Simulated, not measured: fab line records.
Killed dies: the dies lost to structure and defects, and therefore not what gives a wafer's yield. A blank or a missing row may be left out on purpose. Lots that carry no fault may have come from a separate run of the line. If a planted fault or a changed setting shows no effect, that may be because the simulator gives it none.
fab line records	flow sfq-line
record: lots: 6	wafers: 18	last-day: 89
route steps=325 shown I5@229 C5@240
lots that met no fault: taken from a fault-free run of the same line
start-h: the number of hours between the record's first day and the start of the first shown wafer of the lot	wait-h: how many hours have passed since the lot's step before this one	" as in the row above	L1.1+2: a row that stands for several wafers	- either no value or no given start	* or withheld: withheld	< > ~ a bound
route shown NAME@n: NAME is a module with steps in the file, n the number in the route of the first one	usual: mean and standard deviation over wafers with no fault	same: alike in all rows	chamber/n: place in a boat	sites: readings site by site	_std_site: their standard deviation	_edge_site: inner sites' mean taken away from outer sites' mean	radius-mm: how far each site lies from the wafer's centre	mask NAME#n: copy n	behind: the most recent tool/chamber to have shaped the wafer	hold: cause of the lot's hold/its duration in hours/its outcome	device: transistor that didn't switch, given as n, p or np	end of line: tests of these same wafers at the route's end	for a step that has no rows: nothing shown but its recipe	killed: dies lost to structure and defects at the first sort, not the wafer's yield	map: dies across one wafer; x = killed, . = not, _ = none there
set.NAME: the run value of the setting; set.NAME@STEP: its run value at that earlier step	model.NAME: the simulator's own value behind a step, which no gauge read
lots at selected steps of the route; one table per step, one row per wafer
services: from which hour (start-h, from the record's first day; less than 0 if before it) a tool's chamber was out of use, for how many hours, and why
== steps ==
step: SFQ_TRILAYER_I5_LITHO_COAT_149
recipe: resist: BARC	spin-rpm: 3000	resist-thk-nm: 62
step: SFQ_TRILAYER_I5_LITHO_COAT_144
recipe: resist: KrF	spin-rpm: 3000	resist-thk-nm: 650
step: SFQ_TRILAYER_I5_LITHO_SOFTBAKE_148
recipe: temp-c: withheld	time-s: withheld	resist: KrF
step: SFQ_TRILAYER_I5_LITHO_EXPOSE_145
recipe: mask-id: I5	na: 0.6	source-shape: conventional	sigma-outer: 0.65	target-cd-nm: 700	dose-mj: 21.3
step: SFQ_TRILAYER_I5_LITHO_PEB_147
recipe: peb-temp-c: 115	peb-time-s: 60	resist: KrF
step: SFQ_TRILAYER_I5_LITHO_DEVELOP_146
recipe: time-s: 60	resist: KrF
step: SFQ_I5_OVL_MEAS_936
usual: I5_OVL: 0/5.5
lot.wafer	tool	chamber	start-h	wait-h	I5_OVL[nm]
L798.2	overlay-01	-	1465.15	0.1	-3
L798.3	"	-	"	"	-5
L798.6	"	-	"	"	-13
L800.2	overlay-02	-	1694.77	0.1	-2
L800.5	"	-	"	"	6
L800.6	"	-	"	"	6
L801.3	overlay-02	-	1703.17	0.1	0
L801.5	"	-	"	"	2
L801.6	"	-	"	"	1
L804.1	overlay-01	-	1727.22	0.1	0
L804.4	"	-	"	"	0
L804.6	"	-	"	"	2
L809.2	overlay-01	-	1780.15	0.1	6
L809.4	"	-	"	"	7
L809.5	"	-	"	"	8
L811.1	overlay-02	-	1793.35	0.1	5
L811.3	"	-	"	"	-4
L811.6	"	-	"	"	5
step: SFQ_TRILAYER_I5_BARC_OPEN_VIA_ETCH_200
recipe: mask-material: PR	chemistry: O2	target-depth-nm: 125	target: BARC	source-w: 500	bias-w: 80	pressure-mtorr: 30	time-s: 41.7
usual: drypump-motor-current-A: 5.7/0.5	oes-product-au: 0.685/0.005
lot.wafer	tool	chamber	start-h	wait-h	drypump-motor-current-A	oes-product-au	rf-hours-counter-h
L798.2	rie-diel-03	2	1465.18	0.0	5.0	0.694	11
L798.3	"	1	"	"	6.3	0.682	17
L798.6	"	1	"	"	6.3	0.690	-
L800.2	rie-diel-02	2	1694.80	0.0	6.0	0.689	12
L800.5	"	2	"	"	6.0	0.685	-
L800.6	"	3	"	"	5.6	0.684	-
L801.3	rie-diel-01	3	1703.20	0.0	5.8	0.680	1
L801.5	"	2	"	"	5.8	0.684	-
L801.6	"	1	"	"	4.8	0.684	-
L804.1	rie-diel-03	1	1727.26	0.0	6.3	0.682	0
L804.4	"	1	"	"	6.3	0.683	-
L804.6	"	2	"	"	5.0	0.678	-
L809.2	rie-diel-01	1	1780.18	0.0	4.8	0.685	11
L809.4	"	3	"	"	5.8	0.691	1
L809.5	"	0	"	"	6.0	0.691	-
L811.1	rie-diel-03	0	1793.38	0.0	4.9	0.685	1
L811.3	"	1	"	"	6.4	0.682	1
L811.6	"	0	"	"	4.9	0.691	-
step: SFQ_TRILAYER_I5_ETCH_VIA_ETCH_147
recipe: stop-on: Nb	mask-material: PR	chemistry: CHF3	target-depth-nm: 360	source-w: 500	bias-w: 80	pressure-mtorr: 30	time-s: withheld
usual: drypump-motor-current-A: 5.7/0.5	oes-product-au: 0.991/0.0059
lot.wafer	tool	chamber	start-h	wait-h	drypump-motor-current-A	oes-product-au
L798.2	rie-diel-03	2	1465.22	0.0	5.0	0.995
L798.3	"	1	"	"	6.3	0.984
L798.6	"	1	"	"	6.3	0.986
L800.2	rie-diel-02	2	1694.83	0.0	6.0	1.001
L800.5	"	2	"	"	6.0	0.996
L800.6	"	3	"	"	5.6	0.995
L801.3	rie-diel-01	3	1703.23	0.0	5.8	0.987
L801.5	"	2	"	"	5.8	0.985
L801.6	"	1	"	"	4.8	0.988
L804.1	rie-diel-03	1	1727.30	0.0	6.3	0.971
L804.4	"	1	"	"	6.3	0.973
L804.6	"	2	"	"	5.0	0.984
L809.2	rie-diel-01	1	1780.22	0.0	4.8	0.987
L809.4	"	3	"	"	5.8	0.994
L809.5	"	0	"	"	6.0	0.999
L811.1	rie-diel-03	0	1793.42	0.0	4.9	0.979
L811.3	"	1	"	"	6.3	0.982
L811.6	"	0	"	"	4.9	0.984
step: SFQ_TRILAYER_I5_STRIP_STRIP_148
recipe: gas: O2	power-w: 200	platen-temp-c: 40	overash-fraction: 0.65	chemistry: O2	pressure-mtorr: 50
usual: drypump-motor-current-A: 5.53/0.26	oes-product-au: 1.003/0.0089
lot.wafer	tool	chamber	start-h	wait-h	drypump-motor-current-A	oes-product-au	rf-hours-counter-h
L798.2	rie-metal-04	1	1465.37	-	5.56	0.991	93
L798.3	"	1	"	"	5.59	0.985	-
L798.6	"	1	"	"	5.56	0.985	-
L800.2	rie-metal-03	0	1694.98	-	5.17	1.010	18
L800.5	"	1	"	"	5.79	1.011	-
L800.6	"	0	"	"	5.18	1.022	-
L801.3	rie-metal-02	1	1703.58	-	5.84	1.000	-
L801.5	"	0	"	"	5.22	1.004	-
L801.6	"	1	"	"	5.83	1.010	-
L804.1	rie-metal-02	1	1727.45	-	5.82	1.008	107
L804.4	"	1	"	"	5.81	0.999	-
L804.6	"	1	"	"	5.81	0.999	-
L809.2	rie-metal-02	0	1780.37	-	5.22	1.000	6
L809.4	"	1	"	"	5.82	1.001	-
L809.5	"	1	"	"	5.82	0.997	-
L811.1	rie-metal-02	1	1793.57	-	5.82	1.017	116
L811.3	"	0	"	"	5.21	1.013	-
L811.6	"	1	"	"	5.83	1.014	-
step: SFQ_TRILAYER_I5_STRIP_SOLV_CLEAN_149
recipe: chemistry: NMP	temp-c: 70	time-s: 600
step: SFQ_TRILAYER_C5_LITHO_COAT_156
recipe: resist: BARC	spin-rpm: 3000	resist-thk-nm: 62
step: SFQ_TRILAYER_C5_LITHO_COAT_151
recipe: resist: KrF	spin-rpm: 3000	resist-thk-nm: 650
usual: chill-plate-temp-C: 22.98/0.11	dispense-pressure-kPa: 47/3.9
lot.wafer	tool	chamber	start-h	wait-h	chill-plate-temp-C	dispense-pressure-kPa	model.KrF_of_TRILAYER_C5_LITHO_COAT_151.thk-nm
L798.2	litho-track-02	0	1466.50	0.2	22.98	48	646.7
L798.3	"	0	"	"	22.99	48	644.7
L798.6	"	0	"	"	23.08	48	645.9
L800.2	litho-track-01	0	1696.11	0.2	22.92	43	720.2
L800.5	"	0	"	"	22.96	43	721.3
L800.6	"	0	"	"	23.06	43	721.2
L801.3	litho-track-02	0	1704.64	0.2	23.01	48	649.4
L801.5	"	0	"	"	22.90	48	649.1
L801.6	"	0	"	"	23.12	48	649
L804.1	litho-track-01	0	1729.12	0.2	23.01	43	721.9
L804.4	"	0	"	"	23.02	43	721.8
L804.6	"	0	"	"	22.95	43	721.6
L809.2	litho-track-02	0	1781.50	0.2	22.84	48	648.8
L809.4	"	0	"	"	23.07	48	648.5
L809.5	"	0	"	"	22.95	48	648.7
L811.1	litho-track-01	0	1794.65	0.2	22.90	43	647.5
L811.3	"	0	"	"	23.06	43	645.3
L811.6	"	0	"	"	22.94	43	648
step: SFQ_TRILAYER_C5_LITHO_SOFTBAKE_155
recipe: temp-c: withheld	time-s: withheld	resist: KrF
step: SFQ_TRILAYER_C5_LITHO_EXPOSE_152
recipe: mask-id: C5	na: 0.6	source-shape: conventional	sigma-outer: 0.65	target-cd-nm: 500	dose-mj: 21.3
step: SFQ_TRILAYER_C5_LITHO_PEB_154
recipe: peb-temp-c: 115	peb-time-s: 60	resist: KrF
step: SFQ_TRILAYER_C5_LITHO_DEVELOP_153
recipe: time-s: 60	resist: KrF
step: SFQ_C5_OVL_MEAS_937
usual: C5_OVL: -3/4.8
lot.wafer	tool	chamber	start-h	wait-h	C5_OVL[nm]
L798.2	overlay-01	-	1549.52	0.1	-4
L798.3	"	-	"	"	-6
L798.6	"	-	"	"	-7
L800.2	overlay-02	-	1704.43	0.1	-6
L800.5	"	-	"	"	-11
L800.6	"	-	"	"	-6
L801.3	overlay-01	-	1822.96	0.1	-4
L801.5	"	-	"	"	-14
L801.6	"	-	"	"	-7
L804.1	overlay-02	-	1846.33	0.1	-1
L804.4	"	-	"	"	-5
L804.6	"	-	"	"	-5
L809.2	overlay-02	-	1897.31	0.1	-3
L809.4	"	-	"	"	0
L809.5	"	-	"	"	-5
L811.1	overlay-01	-	1908.11	0.1	-4
L811.3	"	-	"	"	-7
L811.6	"	-	"	"	-10
step: SFQ_TRILAYER_C5_BARC_OPEN_VIA_ETCH_210
recipe: mask-material: PR	chemistry: O2	target-depth-nm: 125	target: BARC	source-w: 500	bias-w: 80	pressure-mtorr: 30	time-s: 41.7
usual: drypump-motor-current-A: 5.8/0.63	oes-product-au: 0.686/0.0041
lot.wafer	tool	chamber	start-h	wait-h	drypump-motor-current-A	oes-product-au	rf-hours-counter-h	model.C5.cd-nm
L798.2	rie-diel-03	1	1549.55	0.0	6.3	0.692	19	501
L798.3	"	2	"	"	4.9	0.686	13	501.1
L798.6	"	1	"	"	6.3	0.688	-	500.5
L800.2	rie-diel-04	2	1704.46	0.0	6.4	0.688	10	496.1
L800.5	"	3	"	"	6.7	0.686	-	495.8
L800.6	"	2	"	"	6.4	0.694	-	497.5
L801.3	rie-diel-04	2	1822.99	0.0	6.5	0.680	11	497
L801.5	"	2	"	"	6.4	0.683	-	496.2
L801.6	"	1	"	"	5.2	0.680	-	495.9
L804.1	rie-diel-03	2	1846.36	0.0	4.9	0.689	16	498.5
L804.4	"	0	"	"	4.9	0.691	2	496.3
L804.6	"	0	"	"	4.9	0.695	-	496.8
L809.2	rie-diel-04	2	1897.34	0.0	6.4	0.689	12	498.4
L809.4	"	3	"	"	6.7	0.682	17	499.1
L809.5	"	1	"	"	5.2	0.684	-	498.5
L811.1	rie-diel-01	2	1908.14	0.0	5.8	0.685	2	499.4
L811.3	"	1	"	"	4.8	0.690	12	499.5
L811.6	"	2	"	"	5.8	0.688	-	499.9
step: SFQ_TRILAYER_C5_ETCH_VIA_ETCH_154
recipe: target: SiO2	mask-material: PR	chemistry: CHF3	target-depth-nm: 84	source-w: 500	bias-w: 80	pressure-mtorr: 30	time-s: withheld	stop-on: Nb
usual: drypump-motor-current-A: 5.8/0.63	oes-product-au: 0.893/0.0087
lot.wafer	tool	chamber	start-h	wait-h	drypump-motor-current-A	oes-product-au	model.KrF_of_TRILAYER_C5_LITHO_COAT_151.thk-nm	model.C5.cd-nm
L798.2	rie-diel-03	1	1549.59	0.0	6.3	0.895	559.7	500.9
L798.3	"	2	"	"	5.0	0.875	557.6	501.6
L798.6	"	1	"	"	6.3	0.905	558.9	500.4
L800.2	rie-diel-04	2	1704.50	0.0	6.5	0.884	633.1	495.5
L800.5	"	3	"	"	6.7	0.905	635.1	495.5
L800.6	"	2	"	"	6.5	0.895	634.3	497
L801.3	rie-diel-04	2	1823.03	0.0	6.5	0.887	561.2	496
L801.5	"	2	"	"	6.5	0.894	560.6	495.5
L801.6	"	1	"	"	5.2	0.887	560.5	495.4
L804.1	rie-diel-03	2	1846.40	0.0	5.0	0.891	635.2	499.3
L804.4	"	0	"	"	4.9	0.910	634.9	496.9
L804.6	"	0	"	"	4.9	0.898	634.8	497.3
L809.2	rie-diel-04	2	1897.38	0.0	6.4	0.875	560.3	497.2
L809.4	"	3	"	"	6.7	0.895	561.9	498.6
L809.5	"	1	"	"	5.2	0.892	560.3	497.3
L811.1	rie-diel-01	2	1908.18	0.0	5.8	0.884	558.8	499.4
L811.3	"	1	"	"	4.8	0.894	558.2	499.7
L811.6	"	2	"	"	5.8	0.897	559.6	499.8
step: SFQ_TRILAYER_C5_STRIP_STRIP_155
recipe: gas: O2	power-w: 200	platen-temp-c: 40	overash-fraction: 0.65	chemistry: O2	pressure-mtorr: 50
usual: drypump-motor-current-A: 5.50/0.18	oes-product-au: 1.001/0.0094
lot.wafer	tool	chamber	start-h	wait-h	drypump-motor-current-A	oes-product-au	rf-hours-counter-h
L798.2	rie-metal-01	1	1549.64	-	5.56	0.990	91
L798.3	"	0	"	"	5.41	0.985	-
L798.6	"	1	"	"	5.58	0.995	-
L800.2	rie-metal-04	1	1704.54	-	5.57	0.997	0
L800.5	"	1	"	"	5.60	1.012	-
L800.6	"	0	"	"	5.60	1.002	-
L801.3	rie-metal-04	0	1823.27	-	5.58	1.012	-
L801.5	"	1	"	"	5.56	1.008	-
L801.6	"	0	"	"	5.56	1.001	-
L804.1	rie-metal-04	1	1846.45	-	5.57	1.012	14
L804.4	"	0	"	"	5.59	1.007	-
L804.6	"	0	"	"	5.57	0.988	-
L809.2	rie-metal-04	1	1897.43	-	5.55	1.004	20
L809.4	"	0	"	"	5.60	1.001	-
L809.5	"	1	"	"	5.55	1.011	-
L811.1	rie-metal-04	0	1908.23	-	5.57	0.992	74
L811.3	"	1	"	"	5.59	0.992	-
L811.6	"	1	"	"	5.55	1.002	-
== services ==
tool	chamber	start-h	hours	kind
rie-metal-04	-	1443.15	2.8	pm
rie-diel-01	-	1459.27	28.1	pm
rie-diel-04	3	1478.33	9.5	repair
rie-diel-04	0	1483.34	30.2	repair
rie-diel-01	0	1496.49	14.5	repair
rie-diel-03	-	1507.92	2.8	pm
rie-metal-04	0	1512.28	4.7	repair
rie-diel-01	2	1529.84	6.3	repair
rie-diel-03	-	1537.69	0.1	repair
rie-metal-04	-	1539.41	4.0	pm
rie-diel-04	1	1545.09	8.0	repair
rie-diel-01	-	1547.53	0.2	repair
rie-diel-01	3	1550.05	5.0	repair
rie-diel-01	2	1566.64	8.3	repair
rie-diel-01	0	1590.19	13.2	repair
rie-diel-03	2	1622.33	4.0	repair
rie-diel-03	3	1637.59	17.3	repair
rie-diel-03	1	1662.11	20.4	repair
rie-diel-03	-	1687.79	2.5	repair
rie-diel-03	0	1722.48	9.6	repair
rie-diel-03	0	1770.54	3.6	repair
rie-diel-03	3	1813.87	1.7	repair
rie-diel-03	2	1853.90	13.9	repair
rie-diel-03	1	1881.17	2.7	repair
== key ==
first-sign none at tools or gauges
model-effect: step: SFQ_TRILAYER_C5_LITHO_COAT_151	value: KrF_of_TRILAYER_C5_LITHO_COAT_151.thk-nm	without: 650.5	struck: 721.3
model-effect: step: SFQ_TRILAYER_C5_BARC_OPEN_VIA_ETCH_210	value: C5.cd-nm	without: 499.5	struck: 496.8
model-effect: step: SFQ_TRILAYER_C5_ETCH_VIA_ETCH_154	value: KrF_of_TRILAYER_C5_LITHO_COAT_151.thk-nm	without: 563.7	struck: 634.6
met-at SFQ_TRILAYER_C5_LITHO_COAT_151
struck-wafers L800.2,L800.5,L800.6,L804.1,L804.4,L804.6
fault: kind: process-parameter-drift	tool: litho-track-01	chamber: -	onset-h: 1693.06	steps: SFQ_TRILAYER_C5_LITHO_COAT_151	channel: resist-thk-nm	offset: 70.831	shape: step	end-h: 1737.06	acts-in: these-recipes-only	stated: 650
